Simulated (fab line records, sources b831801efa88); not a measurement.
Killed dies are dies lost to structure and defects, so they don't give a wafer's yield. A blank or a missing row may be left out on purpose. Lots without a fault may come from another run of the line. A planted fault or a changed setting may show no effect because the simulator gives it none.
fab line records | flow sky130
record lots=14 wafers=42 last_day=50
route steps=708 shown FIELD_ISO@3 NWELL@68 SONOS_TUNNEL@161 LDD_HVP@282 PAD_OPEN@708
lots that met no fault: from a run of the same line without faults
start_h: hours from the record's first day to the start of the lot's first wafer shown | wait_h: hours since the lot's step before | " the same as in the row above | L1.1+2: a row that stands for several wafers | - no value, or no start given | * or withheld: withheld | < > ~ a bound
route shown NAME@n: a module of which the file shows steps, and the number in the route of the first | usual: mean/standard deviation of fault-free wafers | same: alike in all rows | chamber/n: place in a boat | sites: the reading at each site | _std_site: their standard deviation | _edge_site: outer sites' mean less inner sites' | radius_mm: how far each site lies from the wafer's centre | mask NAME#n: copy n | behind: the tool/chamber that last shaped the wafer | hold: why the lot was held/for how many hours/how that ended | device: the transistor (n, p or np) that didn't switch | end of line: the same wafers' tests at the end of the route | a step without rows: its recipe alone | killed: dies lost to structure and defects at the first sort, not the wafer's yield | map: a wafer's dies, x killed, . not, _ none there
set.NAME: the setting as run; set.NAME@STEP: as run at that earlier step | model.NAME: the simulator's own value behind a step, which no gauge read
steps of the route over a sample of lots; a table a step, a row a wafer
services: from which hour (start_h, from the record's first day; less than 0 if before it) a tool's chamber was out of use, for how many hours, and why
## steps
# step SKY_FIELD_ISO_THK_MEAS_02
# recipe reads=SiO2_of_FIELD_ISO_OXIDATION_01
# usual FIELD_ISO_OXIDATION_00_THK=11.97/0.23
# columns lot.wafer tool chamber start_h wait_h FIELD_ISO_OXIDATION_00_THK[nm]
L561.1 film_metro-02 - 13.12 0.0 12.20
L561.2 " - " " 12.16
L561.6 " - " " 12.04
L562.3 film_metro-02 - 17.32 0.0 12.03
L562.5 " - " " 12.09
L562.6 " - " " 12.22
L563.1 film_metro-01 - 21.64 0.0 12.14
L563.4 " - " " 12.07
L563.6 " - " " 12.14
L564.3 film_metro-02 - 27.09 0.0 12.05
L564.5 " - " " 11.90
L564.6 " - " " 12.16
L565.1 film_metro-02 - 32.39 0.0 11.76
L565.3 " - " " 11.72
L565.4 " - " " 11.68
L566.1 film_metro-01 - 38.15 0.0 12.26
L566.2 " - " " 12.23
L566.4 " - " " 12.12
L567.2 film_metro-02 - 42.24 0.0 11.60
L567.3 " - " " 11.69
L567.4 " - " " 11.68
L568.1 film_metro-01 - 47.80 0.0 11.53
L568.2 " - " " 11.77
L568.5 " - " " 11.74
L569.2 film_metro-02 - 53.58 0.0 11.50
L569.5 " - " " 11.52
L569.6 " - " " 11.43
L570.1 film_metro-02 - 56.63 0.0 12.13
L570.4 " - " " 12.32
L570.5 " - " " 12.23
L571.1 film_metro-04 - 62.07 0.0 11.98
L571.4 " - " " 12.26
L571.6 " - " " 12.15
L572.2 film_metro-04 - 66.64 0.0 11.95
L572.5 " - " " 11.86
L572.6 " - " " 11.94
L583.2 film_metro-04 - 124.17 0.0 11.88
L583.3 " - " " 11.96
L583.4 " - " " 11.73
L584.2 film_metro-02 - 128.81 0.0 11.77
L584.3 " - " " 11.86
L584.6 " - " " 11.75
# step SKY_NWELL_TW_MEAS_15
# usual NWELL_TW=1815/16
# columns lot.wafer tool chamber start_h wait_h NWELL_TW
L561.1 film_metro-04 - 87.63 0.1 1804
L561.2 " - " " 1820
L561.6 " - " " 1819
L562.3 film_metro-02 - 94.58 0.1 1821
L562.5 " - " " 1823
L562.6 " - " " 1828
L563.1 film_metro-04 - 99.14 0.1 1830
L563.4 " - " " 1828
L563.6 " - " " 1821
L564.3 film_metro-03 - 106.18 0.1 1806
L564.5 " - " " 1791
L564.6 " - " " 1798
L565.1 film_metro-04 - 111.58 0.1 1824
L565.3 " - " " 1836
L565.4 " - " " 1832
L566.1 film_metro-03 - 117.29 0.1 1794
L566.2 " - " " 1797
L566.4 " - " " 1791
L567.2 film_metro-03 - 118.01 0.1 1799
L567.3 " - " " 1794
L567.4 " - " " 1804
L568.1 film_metro-03 - 125.28 0.1 1791
L568.2 " - " " 1800
L568.5 " - " " 1798
L569.2 film_metro-04 - 132.90 0.1 1824
L569.5 " - " " 1831
L569.6 " - " " 1827
L570.1 film_metro-02 - 137.69 0.1 1838
L570.4 " - " " 1833
L570.5 " - " " 1834
L571.1 film_metro-03 - 143.06 0.1 1799
L571.4 " - " " 1799
L571.6 " - " " 1791
L572.2 film_metro-02 - 147.40 0.1 1835
L572.5 " - " " 1834
L572.6 " - " " 1830
L583.2 film_metro-04 - 213.98 0.1 1828
L583.3 " - " " 1818
L583.4 " - " " 1817
L584.2 film_metro-02 - 222.93 0.1 1839
L584.3 " - " " 1836
L584.6 " - " " 1836
# step SKY_SONOS_TUNNEL_CD_MEAS_07
# recipe target_cd_nm=410
# usual cd_nm=409.8/1.9
# columns lot.wafer tool chamber start_h wait_h cd_nm
L561.1 cd_sem-02 - 249.02 0.1 409.9
L561.2 " - " " 408.7
L561.6 " - " " 413.3
L562.3 cd_sem-01 - 258.40 0.1 414.7
L562.5 " - " " 412.3
L562.6 " - " " 412.4
L563.1 cd_sem-01 - 270.82 0.1 409.2
L563.4 " - " " 411.3
L563.6 " - " " 409.6
L564.3 cd_sem-01 - 275.20 0.1 411.6
L564.5 " - " " 412.8
L564.6 " - " " 412.0
L565.1 cd_sem-01 - 282.96 0.1 410.7
L565.3 " - " " 407.9
L565.4 " - " " 408.6
L566.1 cd_sem-02 - 294.11 0.1 411.6
L566.2 " - " " 410.2
L566.4 " - " " 410.6
L567.2 cd_sem-02 - 294.79 0.1 407.5
L567.3 " - " " 406.8
L567.4 " - " " 408.2
L568.1 cd_sem-02 - 303.01 0.1 408.0
L568.2 " - " " 406.7
L568.5 " - " " 407.9
L569.2 cd_sem-01 - 311.81 0.1 409.3
L569.5 " - " " 408.5
L569.6 " - " " 408.8
L570.1 cd_sem-01 - 320.52 0.1 408.8
L570.4 " - " " 411.3
L570.5 " - " " 409.9
L571.1 cd_sem-01 - 326.41 0.1 410.9
L571.4 " - " " 410.9
L571.6 " - " " 408.9
L572.2 cd_sem-02 - 335.68 0.1 411.3
L572.5 " - " " 409.4
L572.6 " - " " 409.7
L583.2 cd_sem-02 - 423.81 0.1 410.0
L583.3 " - " " 407.7
L583.4 " - " " 408.8
L584.2 cd_sem-01 - 435.46 0.1 411.6
L584.3 " - " " 410.5
L584.6 " - " " 410.8
# step SKY_LDD_HVP_EXPOSE_04
# recipe mask_id=HVPTM na=0.6 source_shape=conventional sigma_outer=0.6 polarization=unpolarized target_cd_nm=700 dose_mj=86
# columns lot.wafer tool chamber start_h wait_h mask
L561.1+2+6 iline_stepper-01 0 476.44 - HVPTM#0
L562.3+5+6 iline_stepper-01 0 485.01 - HVPTM#0
L563.1+4+6 iline_stepper-02 0 504.39 - HVPTM#0
L564.3+5+6 iline_stepper-01 0 513.48 - HVPTM#0
L565.1+3+4 iline_stepper-01 0 519.94 - HVPTM#0
L567.2+3+4 iline_stepper-02 0 532.96 - HVPTM#0
L566.1+2+4 iline_stepper-01 0 533.58 - HVPTM#0
L568.1+2+5 iline_stepper-01 0 543.24 - HVPTM#0
L569.2+5+6 iline_stepper-02 0 550.11 - HVPTM#0
L570.1+4+5 iline_stepper-02 0 567.81 - HVPTM#0
L571.1+4+6 iline_stepper-02 0 568.27 - HVPTM#0
L572.2+5+6 iline_stepper-02 0 580.08 - HVPTM#0
L583.2+3+4 iline_stepper-02 0 667.58 - HVPTM#0
L584.2+3+6 iline_stepper-02 0 674.54 - HVPTM#0
# step SKY_PAD_OPEN_PROBE_99
# usual killed_at_M0_to_M3=45/7.3 killed_at_M4_up=3.2/1.8 killed_at_contacts=25/5.5 killed_at_front_end=15/4.2 killed_at_other=0.3/0.69 killed_dies=89/9.4 killed_open=49/6.6 killed_short=40/6.4
# same gross_dies=492 killed_at_back_side=0
# columns lot.wafer tool chamber start_h wait_h killed_at_M0_to_M3 killed_at_M4_up killed_at_contacts killed_at_front_end killed_at_other killed_dies killed_open killed_short
L571.1 prober-02 - 1132.57 0.1 47 3 29 16 1 96 57 38
L571.4 prober-02 - 1132.72 0.2 53 3 21 14 1 92 47 44
L571.6 prober-02 - 1132.82 0.2 48 3 29 48 0 128 51 43
L572.2 prober-01 - 1144.01 0.1 39 3 27 43 2 114 47 33
L572.5 prober-01 - 1144.16 0.2 32 3 28 22 3 88 49 37
L572.6 prober-01 - 1144.21 0.2 50 5 28 51 0 134 60 48
# killed by level:class
L571.1 VIA1:geometric_particle:open=16 CONTACT:geometric_particle:open=13 CONTACT:geometric_particle:short=8 METAL2:geometric_particle:short=8 POLY_GATE:geometric_particle:open=7 LI_CONTACT:geometric_particle:open=5 VIA2:geometric_particle:open=5 POLY_GATE:geometric_particle:short=4
L571.4 VIA1:geometric_particle:open=11 METAL2:geometric_particle:short=10 VIA3:geometric_particle:open=8 VIA2:geometric_particle:open=7 LOCAL_INTERCONNECT:geometric_particle:short=6 CONTACT:geometric_particle:open=6 POLY_GATE:geometric_particle:open=5 FIELD_ISO:geometric_particle:short=4
L571.6 LDD_HVP:area_expose=33 CONTACT:geometric_particle:open=10 VIA1:geometric_particle:open=10 LI_CONTACT:geometric_particle:open=9 VIA3:geometric_particle:open=9 VIA2:geometric_particle:open=7 POLY_GATE:geometric_particle:short=5 VIA3:geometric_particle:short=5
L572.2 LDD_HVP:area_expose=32 CONTACT:geometric_particle:open=12 VIA1:geometric_particle:open=9 VIA3:geometric_particle:open=7 METAL2:geometric_particle:short=7 CONTACT:geometric_particle:short=5 LI_CONTACT:geometric_particle:open=5 VIA2:geometric_particle:open=5
L572.5 LI_CONTACT:geometric_particle:open=9 CONTACT:geometric_particle:open=9 VIA1:geometric_particle:open=9 FIELD_ISO:geometric_particle:short=6 FIELD_ISO:geometric_particle:open=5 METAL1:geometric_particle:short=5 VIA3:geometric_particle:open=4 POLY_GATE:geometric_particle:short=3
L572.6 LDD_HVP:area_expose=26 VIA1:geometric_particle:open=15 CONTACT:geometric_particle:open=13 VIA2:geometric_particle:open=11 CONTACT:geometric_particle:short=8 METAL2:geometric_particle:short=7 VIA1:geometric_particle:short=6 FIELD_ISO:geometric_particle:short=5
## services
# columns tool chamber start_h hours kind
iline_stepper-01 0 558.01 - calibration
iline_stepper-01 - 561.98 4.4 pm
iline_stepper-01 - 566.43 8.9 pm
iline_stepper-02 - 599.80 1.7 pm
iline_stepper-02 0 604.86 - calibration
iline_stepper-01 - 622.29 1.7 repair
iline_stepper-01 - 659.70 1.7 pm
iline_stepper-01 - 671.18 2.1 pm
iline_stepper-01 - 673.26 - consumable_replace:lamp
## key
first_sign step=SKY_PAD_OPEN_PROBE_99 reading=killed_at_front_end direction=up sigmas=7.6 usual=15 struck=47
effect step=SKY_PAD_OPEN_PROBE_99 reading=killed_dies direction=up sigmas=3.9 usual=89 struck=125
more_kills_born_at SKY_LDD_HVP_EXPOSE_04@iline_stepper-02=91
met_at SKY_LDD_HVP_EXPOSE_04
struck_lots L571,L572
struck_wafers L571.6,L572.2,L572.6
tester_left_out L571,L572
not_acting_at SKY_FIELD_ISO_THK_MEAS_02,SKY_NWELL_TW_MEAS_15,SKY_SONOS_TUNNEL_CD_MEAS_07
onset_between 567.81 568.27
fault kind=process_parameter_drift tool=iline_stepper-02 chamber=- onset_h=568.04 steps=SKY_LDD_HVP_EXPOSE_04 channel=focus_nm offset=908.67 shape=step end_h=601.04 scope=struck_wafers_only
# tester_left_out: of these lots the tester's yield and bins aren't shown, on N5 and GAA mostly nor the transistor test; their killed dies are dies lost to structure and defects alone, not to doping, threshold or leakage, so they don't give the yield
